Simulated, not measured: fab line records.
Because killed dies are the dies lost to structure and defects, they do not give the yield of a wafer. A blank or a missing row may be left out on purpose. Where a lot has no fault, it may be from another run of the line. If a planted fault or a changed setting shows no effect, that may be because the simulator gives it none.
One fault through the eyes of 2 desks | flow gf180mcu | only its own numbers are on each desk; what lay behind them is given at the end

DESK OF THE TOOL OWNER: litho track-03
The tool's own readings at GF_PSD_DEVELOP_06 (develop time 60 s): means of the sampled wafers that have a number, for each lot that ran on this tool. Marked OUT: a lot whose mean sits more than 4 standard deviations from the usual mean, which makes it out of limits; the brackets give that distance.
Columns: A = developer temp C at GF_PSD_DEVELOP_06, usual 22.99 C
lot  | first seen here | A
L637 | day 13 23:59    | 23.06
L641 | day 15 14:01    | 22.93
L645 | day 16 22:35    | 25.49 (+26) OUT
L646 | day 17 09:58    | 25.29 (+24) OUT
L652 | day 19 19:05    | 22.91
L653 | day 20 01:34    | 22.98
This desk finds L645, L646 out of limits, L645 being first, at day 16 22:35 (developer temp C at GF_PSD_DEVELOP_06). Within limits: L637, L641, L652, L653.

METROLOGY DESK
Lot by lot, what the gauges showed, no matter which tool ran the lot: averages of those sampled wafers that carry a number. Marked OUT: a lot whose mean sits more than 4 standard deviations from the usual mean, which makes it out of limits; the brackets give that distance.
Columns: A = DUAL_GATE_OVL at GF_DUAL_GATE_OVL_MEAS_11, usual 0.1 nm; B = cd nm at GF_PSD_CD_MEAS_07, usual 400.4 nm; C = M1_OVL at GF_M1_OVL_MEAS_15, usual -4 nm
lot  | first seen here | A    | B                | C
L637 | day 8 06:04     | -0.5 | 401.1            | -9
L638 | day 8 13:40     | -0.9 | 397.8            | -2
L641 | day 9 11:04     | -0.5 | 400.1            | -5
L644 | day 10 05:03    | -0.2 | 401.0            | -4
L645 | day 10 13:29    | 0.9  | 392.0 (-4.2) OUT | -5
L646 | day 10 22:07    | 0.2  | 389.1 (-5.6) OUT | -3
L650 | day 12 01:39    | 0.2  | 401.3            | -13
L652 | day 12 18:56    | 1.3  | 401.6            | -3
L653 | day 13 02:46    | 1.8  | 399.9            | -7
L654 | day 13 07:19    | 0.2  | 400.4            | 0
L655 | day 13 11:58    | -0.4 | 401.0            | -7
L657 | day 14 07:14    | -1.4 | 399.4            | -4
L659 | day 14 15:40    | -0.7 | 399.1            | -9
L660 | day 14 23:15    | 1.0  | 401.2            | 2
This desk finds L645, L646 out of limits, L645 being first, at day 16 22:44 (cd nm at GF_PSD_CD_MEAS_07). Within limits: L637, L638, L641, L644, L650, L652, L653, L654, L655, L657, L659, L660.

TAKEN TOGETHER
The tool owner's desk had the chance to raise an alarm at day 16 22:35 on L645, L646.
The metrology desk could have raised an alarm at day 16 22:44, on L645, L646.
Of the lots named, all ran GF_PSD_DEVELOP_06 on litho track-03.

WHAT HAD BEEN PUT IN BY THE SIMULATOR
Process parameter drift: litho track-03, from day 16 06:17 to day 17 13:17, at GF_PSD_DEVELOP_06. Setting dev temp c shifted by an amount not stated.
Struck lots among those shown: L645, L646.
Fault start to first reading out of limits, in hours, per desk: tool owner, 16; metrology, 16.
